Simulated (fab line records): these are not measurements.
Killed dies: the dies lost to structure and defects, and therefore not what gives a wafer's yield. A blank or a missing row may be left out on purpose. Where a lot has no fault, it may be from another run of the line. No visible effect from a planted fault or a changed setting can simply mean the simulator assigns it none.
A lot that was struck, set against a sound lot ; flow sky130 ; 31 steps out of a route of 708
Sound: the wafers L481.2, L481.5, L481.6. Wafers L489.1, L489.2, L489.4 were the ones struck. The cause is named last.
At each step with rows: each side's tool, then ch and its chambers, then its first start. Under that, the readings that differ: sound wafers ; struck wafers ; difference of the means ; sigmas: that difference in standard deviations of wafers without a fault.
alike: readings whose means differ by less than 2 such deviations, and words and numbers that are the same on both sides. not compared: withheld readings, readings that some wafer has no value for, bounds like >300 that may hide the same value, and numbers for which the record gives no deviation and whose values overlap.
Wherever a step has rows on one side only, a row that says differs or no value, or a row with sigmas, the two part there. When numbers do not overlap yet have no deviation, they are printed without sigmas and do not part them. A reading that every wafer of one side lacks parts them only if that side has two wafers or more.

first, 1 step without rows for these wafers: SKY_NWELL_IMPLANT_13.
SKY_NWELL_STRIP_14: strips in O2/N2.
  sound on plasma-asher-04 ch 0,1, day 4 19:54; struck on plasma-asher-01 ch 0,1, day 6 20:33
  alike: drypump-motor-current-A, oes-product-au, strip-time-to-endpoint-s
  not compared: rf-hours-counter-h
SKY_NWELL_TW_MEAS_15:
  struck on film-metro-03, day 6 20:39; sound on film-metro-02, day 4 20:01
  alike: NWELL_TW
then, 7 steps without rows for these wafers: SKY_NWELL_DEHYDRATE_16 (time 60 s); SKY_NWELL_HMDS_17 (prime time 60 s); SKY_NWELL_COAT_18 (resist thk 3000 nm); SKY_NWELL_SOFTBAKE_19; SKY_NWELL_EXPOSE_20 (exposes mask NWM COMPLEMENT, target cd 840 nm); SKY_NWELL_PEB_21; SKY_NWELL_DEVELOP_22 (develop time 60 s).
SKY_NWELL_OVL_MEAS_23:
  struck on overlay-02, day 7 16:19; sound on overlay-01, day 5 13:49
  alike: NWELL_01_OVL
next, for these wafers, 1 step has no rows: SKY_NWELL_IMPLANT_24.
SKY_NWELL_STRIP_25: strips in O2/N2.
  sound on plasma-asher-02 ch 0,1, day 5 13:59; struck on plasma-asher-02 ch 0,1, day 7 16:31
reading;sound;struck;difference;sigmas
oes-product-au (a.u.);0.720 0.724 0.719;0.907 0.918 0.912;+0.191;+44
strip-time-to-endpoint-s (s);36.89 37.03 36.95;- - -;no value on the struck wafers;
model.coat_of_NWELL_COAT_18.thk-nm (nm);0 0 0;1950 1954 1954;+1953;
  alike: drypump-motor-current-A
  not compared: rf-hours-counter-h
SKY_NWELL_TW_MEAS_26:
  struck on film-metro-03, day 7 16:37; sound on film-metro-03, day 5 14:06
  alike: NWELL_2_TW
then, 1 step without rows for these wafers: SKY_NWELL_CLEAN_27 (cleans in SC1/SC2, time 150 s).
SKY_NWELL_RTA_28: time 30 s.
  sound on rtp-anneal-02 ch 0, day 5 14:13; struck on rtp-anneal-01 ch 0, day 7 16:43
  alike: lamp-power-pct, wafer_temp_C_max
SKY_NWELL_RS_MEAS_29: measures by four-point-probe.
  struck on film-metro-04, day 7 16:49; sound on film-metro-02, day 5 14:20
  alike: NWELL_RS
SKY_NWELL_RS_MEAS_31: measures by four-point-probe.
  struck on film-metro-04, day 7 17:04; sound on film-metro-02, day 5 14:34
  alike: PWDE_RS
then, 7 steps without rows for these wafers: SKY_VT_ADJUST_HVTP_DEHYDRATE_00 (time 60 s); SKY_VT_ADJUST_HVTP_HMDS_01 (prime time 60 s); SKY_VT_ADJUST_HVTP_COAT_02 (resist thk 1140 nm); SKY_VT_ADJUST_HVTP_SOFTBAKE_03 (time 60 s); SKY_VT_ADJUST_HVTP_EXPOSE_04 (exposes mask HVTPM, target cd 380 nm); SKY_VT_ADJUST_HVTP_PEB_05; SKY_VT_ADJUST_HVTP_DEVELOP_06 (develop time 60 s).
SKY_VT_ADJUST_HVTP_CD_MEAS_07: target cd 380 nm.
  struck on cd-sem-02, day 8 13:13; sound on cd-sem-01, day 6 08:46
  alike: cd-nm
SKY_VT_ADJUST_HVTP_OVL_MEAS_08:
  struck on overlay-01, day 8 13:20; sound on overlay-02, day 6 08:53
  alike: VT_ADJUST_HVTP_OVL
next, for these wafers, 1 step has no rows: SKY_VT_ADJUST_HVTP_IMPLANT_09.
SKY_VT_ADJUST_HVTP_STRIP_10: strips in O2/N2.
  sound on plasma-asher-02 ch 0,1, day 6 09:04; struck on plasma-asher-03 ch 0,1, day 8 13:31
reading;sound;struck;difference;sigmas
oes-product-au (a.u.);0.719 0.710 0.715;0.730 0.725 0.721;+0.011;+2
strip-time-to-endpoint-s (s);14.18 14.15 14.14;43.29 43.34 43.32;+29.16;+99 or more
  alike: drypump-motor-current-A
  not compared: rf-hours-counter-h
SKY_VT_ADJUST_HVTP_TW_MEAS_11:
  struck on film-metro-01, day 8 13:37; sound on film-metro-02, day 6 09:10
reading;sound;struck;difference;sigmas
VT_ADJUST_HVTP_TW;1370 1371 1371;30 30 30;-1341;-99 or more
then, 1 step without rows for these wafers: SKY_VT_ADJUST_LVTN_DEHYDRATE_00 (time 60 s).

WHERE THEY PART
Last at SKY_VT_ADJUST_HVTP_TW_MEAS_11 as far as this record goes, first at SKY_NWELL_STRIP_25.

WHY: whatever the simulator had introduced
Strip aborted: plasma-asher-02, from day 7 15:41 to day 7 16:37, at SKY_NWELL_STRIP_25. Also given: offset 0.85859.
